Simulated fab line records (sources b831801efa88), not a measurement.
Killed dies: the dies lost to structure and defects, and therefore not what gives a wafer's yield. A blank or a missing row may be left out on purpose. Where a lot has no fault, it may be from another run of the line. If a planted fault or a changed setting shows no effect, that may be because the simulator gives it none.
fab line records	flow gf180mcu
[record] lots = 14	wafers = 42	last_day = 34
route steps=602 shown V3@445 V4@487
lots with no fault: from the same line, run without faults
start_h: hours from the record's first day to the start of the lot's first wafer shown	wait_h: how many hours have passed since the lot's step before this one	" as in the row above	L1.1+2: a row that stands for several wafers	- no value, or no start was given	* or withheld: withheld	< > ~ a bound
route shown NAME@n: NAME is a module with steps in the file, n the number in the route of the first one	usual: mean/standard deviation of fault-free wafers	same: alike in all rows	chamber/n: place in a boat	sites: the reading at each site	_std_site: their standard deviation	_edge_site: outer sites' mean less inner sites'	radius_mm: for every site, how far away it sits from the centre of the wafer	mask NAME#n: copy n	behind: the last tool/chamber to shape the wafer	hold: what put the lot on hold/how long, in hours/how the hold closed	device: the transistor (n, p or np) that didn't switch	end of line: at the end of the route, the tests of the same wafers	a step with no rows: only its recipe	killed: dies that structure and defects cost at the first sort, which is not the same as the wafer's yield	map: dies across one wafer; x = killed, . = not, _ = none there
set.NAME: the setting the step ran with; set.NAME@STEP: the setting that earlier step ran with	model.NAME: the simulator's own value behind a step, which no gauge read
route steps across a sampled set of lots; one table per step, one row per wafer
services: a tool's chamber out of use, with start hour (start_h, from the record's first day; less than 0 if before it), hours out, and reason
[[steps]]
[step GF_V3_ETCH_16]
[recipe] chemistry = N2/H2	target_depth_a = withheld	overetch_a = withheld	time_s = withheld	target = BARC	ion_energy_ev = 200	source_w = 500	bias_w = 100	pressure_mtorr = 30	n2_flow_sccm = 100	h2_flow_sccm = 200
[usual] drypump_motor_current_A = 5.6/0.51	oes_product_au = 0.854/0.0049	throttle_valve_pct = 13.224/0.009
lot.wafer	tool	chamber	start_h	wait_h	drypump_motor_current_A	oes_product_au	throttle_valve_pct
L607.1	rie_diel-04	0	512.88	0.0	5.2	0.858	13.219
L607.2	"	1	"	"	6.3	0.848	13.223
L607.5	"	2	"	"	5.4	0.850	13.228
L608.1	rie_diel-03	0	539.24	0.0	6.2	0.849	13.216
L608.5	"	0	"	"	6.2	0.850	13.225
L608.6	"	1	"	"	6.3	0.857	13.232
L609.1	rie_diel-01	1	542.16	0.0	5.0	0.849	13.250
L609.2	"	3	"	"	6.1	0.856	13.224
L609.3	"	2	"	"	5.3	0.857	13.229
L612.1	rie_diel-04	3	562.08	0.0	4.9	0.857	13.227
L612.2	"	2	"	"	5.4	0.858	13.233
L612.5	"	0	"	"	5.3	0.858	13.228
L614.3	rie_diel-03	0	579.69	0.0	6.2	0.858	13.227
L614.4	"	1	"	"	6.3	0.852	13.224
L614.5	"	2	"	"	5.1	0.859	13.221
L617.2	rie_diel-04	1	589.48	0.0	6.3	0.853	13.231
L617.5	"	0	"	"	5.3	0.857	13.224
L617.6	"	3	"	"	4.9	0.862	13.236
L618.1	rie_diel-04	2	596.04	0.0	5.4	0.854	13.233
L618.2	"	1	"	"	6.3	0.854	13.213
L618.3	"	3	"	"	4.8	0.866	13.224
L619.1	rie_diel-01	1	608.41	0.0	5.0	0.848	13.232
L619.4	"	3	"	"	6.1	0.856	13.224
L619.6	"	3	"	"	6.1	0.849	13.215
L620.1	rie_diel-01	3	615.56	0.0	6.1	0.850	13.207
L620.4	"	0	"	"	5.6	0.853	13.235
L620.6	"	1	"	"	5.0	0.861	13.219
L621.2	rie_diel-03	3	625.38	0.0	5.8	0.852	13.226
L621.3	"	2	"	"	5.2	0.851	13.222
L621.5	"	0	"	"	6.2	0.853	13.218
L624.1	rie_diel-01	3	648.28	0.0	6.1	0.850	13.221
L624.2	"	1	"	"	5.0	0.854	13.222
L624.5	"	1	"	"	5.0	0.854	13.225
L625.2	rie_diel-01	3	657.43	0.0	6.1	0.860	13.208
L625.5	"	0	"	"	5.6	0.853	13.218
L625.6	"	1	"	"	5.0	0.854	13.231
L629.1	rie_diel-03	0	681.61	0.0	6.2	0.862	13.213
L629.2	"	3	"	"	5.8	0.854	13.222
L629.5	"	1	"	"	6.3	0.843	13.221
L630.1	rie_diel-04	0	687.51	0.0	5.2	0.854	13.232
L630.4	"	2	"	"	5.4	0.856	13.210
L630.6	"	0	"	"	5.2	0.851	13.227
[step GF_V4_EXPOSE_11]
[recipe] mask_id = Via4	target_cd_nm = 260	na = 0.68	source_shape = conventional	sigma_outer = 0.6	dose_mj = 38
[usual] exposure_dose_mJ_cm2 = 38.01/0.034	focus_offset_nm = 0.0/0.5	na = 0.68/0
lot.wafer	tool	chamber	start_h	wait_h	mask	exposure_dose_mJ_cm2	focus_offset_nm	na
L607.1	krf_scanner-02	0	549.95	-	Via4#0	38.00	0.5	0.68
L607.2	"	0	"	"	Via4#0	37.97	-0.2	0.68
L607.5	"	0	"	"	Via4#0	38.02	-0.3	0.68
L608.1	krf_scanner-02	0	575.40	-	Via4#0	38.01	-1.0	0.68
L608.5	"	0	"	"	Via4#0	37.97	0.0	0.68
L608.6	"	0	"	"	Via4#0	38.02	-0.3	0.68
L609.1	krf_scanner-01	0	578.36	-	Via4#0	38.07	-0.1	0.68
L609.2	"	0	"	"	Via4#0	38.01	0.4	0.68
L609.3	"	0	"	"	Via4#0	38.02	0.8	0.68
L612.1	krf_scanner-01	0	598.17	-	Via4#0	38.01	0.1	0.68
L612.2	"	0	"	"	Via4#0	38.06	-0.2	0.68
L612.5	"	0	"	"	Via4#0	38.03	-0.5	0.68
L614.3	krf_scanner-02	0	615.86	-	Via4#0	38.06	0.4	0.68
L614.4	"	0	"	"	Via4#0	38.04	0.0	0.68
L614.5	"	0	"	"	Via4#0	38.03	-0.7	0.68
L617.2	krf_scanner-01	0	624.89	-	Via4#0	38.03	0.4	0.68
L617.5	"	0	"	"	Via4#0	37.99	0.4	0.68
L617.6	"	0	"	"	Via4#0	38.00	-0.2	0.68
L618.1	krf_scanner-02	0	631.37	-	Via4#0	37.95	0.1	0.68
L618.2	"	0	"	"	Via4#0	37.97	-0.5	0.68
L618.3	"	0	"	"	Via4#0	37.98	0.0	0.68
L619.1	krf_scanner-01	0	642.06	-	Via4#0	38.02	-0.5	0.68
L619.4	"	0	"	"	Via4#0	38.03	-1.1	0.68
L619.6	"	0	"	"	Via4#0	37.99	0.4	0.68
L620.1	krf_scanner-02	0	648.83	-	Via4#0	37.98	0.7	0.68
L620.4	"	0	"	"	Via4#0	37.99	-0.3	0.68
L620.6	"	0	"	"	Via4#0	38.02	0.0	0.68
L621.2	krf_scanner-02	0	658.27	-	Via4#0	38.02	0.2	0.68
L621.3	"	0	"	"	Via4#0	38.02	1.4	0.68
L621.5	"	0	"	"	Via4#0	38.03	0.3	0.68
L624.1	krf_scanner-02	-	680.56	-	Via4#0	-	-	-
L624.2	"	-	"	"	Via4#0	-	-	-
L624.5	"	-	"	"	Via4#0	-	-	-
L625.2	krf_scanner-01	-	689.98	-	Via4#0	-	-	-
L625.5	"	-	"	"	Via4#0	-	-	-
L625.6	"	-	"	"	Via4#0	-	-	-
L629.1	krf_scanner-01	0	713.00	-	Via4#0	38.02	-1.0	0.68
L629.2	"	0	"	"	Via4#0	38.09	0.4	0.68
L629.5	"	0	"	"	Via4#0	38.04	0.5	0.68
L630.1	krf_scanner-02	0	718.62	-	Via4#0	37.98	-0.1	0.68
L630.4	"	0	"	"	Via4#0	38.06	0.2	0.68
L630.6	"	0	"	"	Via4#0	38.06	0.7	0.68
[step GF_V4_STRIP_18]
[recipe] chemistry = O2/N2	power_w = 1400	pressure_mtorr = 1500	platen_temp_c = 250	o2_flow_sccm = 3000	n2_flow_sccm = 300	overash_fraction = 0.5
[usual] drypump_motor_current_A = 5.6/0.4	heater_power_w = 334/27	o2_flow_sccm = 3000/9.4	oes_product_au = 0.594/0.0052
[same] overash_fraction = 0.5
lot.wafer	tool	chamber	start_h	wait_h	drypump_motor_current_A	heater_power_w	o2_flow_sccm	oes_product_au	rf_hours_counter_h
L607.1	plasma_asher-04	0	561.28	-	5.5	336	2991	0.594	76
L607.2	"	1	"	"	5.7	366	3011	0.597	76
L607.5	"	1	"	"	5.7	364	2998	0.592	-
L608.1	plasma_asher-03	1	586.48	-	6.4	321	2995	0.601	15
L608.5	"	0	"	"	5.2	347	2996	0.595	-
L608.6	"	1	"	"	6.5	328	3005	0.601	-
L609.1	plasma_asher-04	0	589.34	-	5.5	330	3001	0.600	80
L609.2	"	1	"	"	5.8	373	2996	0.597	80
L609.3	"	0	"	"	5.5	349	3003	0.588	-
L612.1	plasma_asher-02	1	609.68	-	5.4	298	3011	0.599	54
L612.2	"	0	"	"	5.4	360	2996	0.597	54
L612.5	"	0	"	"	5.4	358	3007	0.590	-
L614.3	plasma_asher-02	1	626.37	-	5.4	289	3001	0.595	-
L614.4	"	0	"	"	5.4	342	2999	0.597	-
L614.5	"	0	"	"	5.4	350	3009	0.587	-
L617.2	plasma_asher-03	0	634.67	-	5.3	354	2988	0.585	19
L617.5	"	1	"	"	6.4	316	3000	0.593	-
L617.6	"	0	"	"	5.3	350	3002	0.597	-
L618.1	plasma_asher-02	1	640.98	-	5.4	289	3000	0.582	57
L618.2	"	0	"	"	5.4	346	2993	0.596	57
L618.3	"	0	"	"	5.4	361	2992	0.594	-
L619.1	plasma_asher-03	0	652.89	-	5.2	351	3003	0.590	21
L619.4	"	0	"	"	5.2	350	3002	0.601	-
L619.6	"	1	"	"	6.5	330	2998	0.597	-
L620.1	plasma_asher-02	1	658.72	-	5.4	288	3002	0.593	59
L620.4	"	0	"	"	5.4	345	3003	0.594	-
L620.6	"	1	"	"	5.4	289	2993	0.582	-
L621.2	plasma_asher-02	0	668.41	-	5.4	355	3004	0.592	60
L621.3	"	0	"	"	5.4	355	2991	0.596	-
L621.5	"	1	"	"	5.4	293	3004	0.596	-
L624.1	plasma_asher-02	0	690.48	-	5.4	346	3002	0.604	63
L624.2	"	1	"	"	5.4	289	3006	0.589	63
L624.5	"	1	"	"	5.4	297	2995	0.599	-
L625.2	plasma_asher-02	0	699.82	-	5.4	350	2999	0.597	64
L625.5	"	1	"	"	5.4	292	2985	0.591	-
L625.6	"	0	"	"	5.4	357	3007	0.593	-
L629.1	plasma_asher-04	1	721.47	-	5.8	356	2988	0.591	94
L629.2	"	0	"	"	5.5	339	3008	0.592	94
L629.5	"	0	"	"	5.5	325	2987	0.592	-
L630.1	plasma_asher-04	0	727.44	-	5.5	341	3001	0.588	95
L630.4	"	0	"	"	5.5	335	3017	0.586	-
L630.6	"	0	"	"	5.5	344	3031	0.595	-
[step GF_V4_SPUTTER_21]
[recipe] material = Ti	target_thk_nm = 15	chamber_pressure_pa = 5	power_w = 2500	substrate_temp_c = 200	time_s = 80.02
[usual] cathode_dc_power_W = 2500.0/0.48	substrate_temp_c = 200.01/0.14	throttle_valve_pct = 29.6/1.4
lot.wafer	tool	chamber	start_h	wait_h	cathode_dc_power_W	substrate_temp_c	throttle_valve_pct
L607.1	pvd_sputter-02	-	561.81	0.0	2500.6	200.12	31.7
L607.2	"	-	"	"	2499.7	199.79	28.1
L607.5	"	-	"	"	2499.8	200.12	28.9
L608.1	pvd_sputter-04	-	587.01	0.0	2500.1	199.99	30.8
L608.5	"	-	"	"	2500.0	200.10	30.7
L608.6	"	-	"	"	2500.8	200.13	31.2
L609.1	pvd_sputter-02	-	589.87	0.0	2500.7	199.87	31.9
L609.2	"	-	"	"	2500.8	200.03	28.6
L609.3	"	-	"	"	2499.7	199.88	28.2
L612.1	pvd_sputter-02	-	610.22	0.0	2501.0	200.11	28.6
L612.2	"	-	"	"	2499.6	200.24	32.1
L612.5	"	-	"	"	2500.5	200.26	28.5
L614.3	pvd_sputter-04	-	627.27	0.0	2500.4	199.85	29.8
L614.4	"	-	"	"	2499.0	200.10	30.6
L614.5	"	-	"	"	2500.2	199.87	30.1
L617.2	pvd_sputter-02	-	635.23	0.0	2500.7	199.87	28.0
L617.5	"	-	"	"	2500.7	200.18	28.3
L617.6	"	-	"	"	2500.3	200.25	28.3
L618.1	pvd_sputter-02	-	641.54	0.0	2500.3	199.94	32.0
L618.2	"	-	"	"	2499.7	200.12	28.1
L618.3	"	-	"	"	2500.0	200.00	28.4
L619.1	pvd_sputter-04	-	653.43	0.0	2501.1	200.14	29.7
L619.4	"	-	"	"	2500.0	200.15	30.9
L619.6	"	-	"	"	2499.6	200.11	29.8
L620.1	pvd_sputter-02	-	659.25	0.0	2500.2	199.86	31.8
L620.4	"	-	"	"	2500.5	200.12	28.2
L620.6	"	-	"	"	2499.9	200.13	28.7
L621.2	pvd_sputter-03	-	668.94	0.0	2499.9	200.01	31.9
L621.3	"	-	"	"	2499.2	200.09	29.3
L621.5	"	-	"	"	2499.9	200.03	32.0
L624.1	pvd_sputter-03	-	691.05	0.0	2500.1	199.96	27.9
L624.2	"	-	"	"	2500.4	200.10	29.1
L624.5	"	-	"	"	2500.4	200.02	27.8
L625.2	pvd_sputter-02	-	700.36	0.0	2500.2	200.06	28.6
L625.5	"	-	"	"	2500.1	200.08	28.6
L625.6	"	-	"	"	2500.3	200.14	28.7
L629.1	pvd_sputter-02	-	722.03	0.0	2500.6	200.28	28.7
L629.2	"	-	"	"	2498.5	200.05	31.9
L629.5	"	-	"	"	2500.0	199.77	28.5
L630.1	pvd_sputter-04	-	727.97	0.0	2499.6	199.86	30.9
L630.4	"	-	"	"	2499.4	200.09	29.9
L630.6	"	-	"	"	2500.8	200.04	30.0
[[services]]
tool	chamber	start_h	hours	kind
krf_scanner-01	-	494.74	3.6	pm
krf_scanner-01	-	507.66	1.3	pm
pvd_sputter-02	-	508.12	3.2	repair
rie_diel-01	3	511.62	6.8	repair
krf_scanner-01	-	516.27	1.0	pm
rie_diel-01	0	524.75	32.7	repair
rie_diel-01	2	529.68	5.9	repair
krf_scanner-02	-	536.31	1.3	pm
rie_diel-04	-	547.13	2.8	pm
krf_scanner-01	-	553.90	0.8	pm
krf_scanner-01	-	566.12	4.0	pm
rie_diel-04	0	573.58	9.0	repair
rie_diel-04	2	599.00	5.8	repair
krf_scanner-02	-	599.90	1.0	pm
krf_scanner-01	-	605.05	0.7	repair
krf_scanner-02	-	614.76	0.8	pm
rie_diel-04	-	641.86	5.7	repair
pvd_sputter-02	-	668.09	30.4	repair
krf_scanner-01	-	683.56	1.3	pm
krf_scanner-01	-	685.27	1.0	pm
plasma_asher-02	-	709.21	1.6	repair
krf_scanner-02	-	712.21	1.3	pm
krf_scanner-01	-	715.49	2.4	repair
krf_scanner-01	-	722.70	0.8	pm
[[key]]
[first_sign] step = GF_V4_EXPOSE_11	reading = tool_record	direction = missing
effect none on later readings
met_at GF_V4_EXPOSE_11
struck_lots L624,L625
later_rows_left_out L624.1,L624.2,L624.5,L625.2,L625.5,L625.6
sort_left_out L624.1,L624.2,L624.5,L625.2,L625.5,L625.6
not_acting_at GF_V3_ETCH_16,GF_V4_STRIP_18,GF_V4_SPUTTER_21
onset_between 658.27 680.56
[fault] kind = skipped_step_whole	tool = krf_scanner-01,krf_scanner-02	chamber = -	onset_h = 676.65	steps = GF_V4_EXPOSE_11	scope = struck_lots_only
// sort_left_out: the simulated sort isn't trusted on such a fault, so these wafers' sort isn't shown, and their yield isn't known
// later_rows_left_out: the simulator's readings of these wafers behind a module that went badly wrong aren't trusted and aren't shown, but for the sort
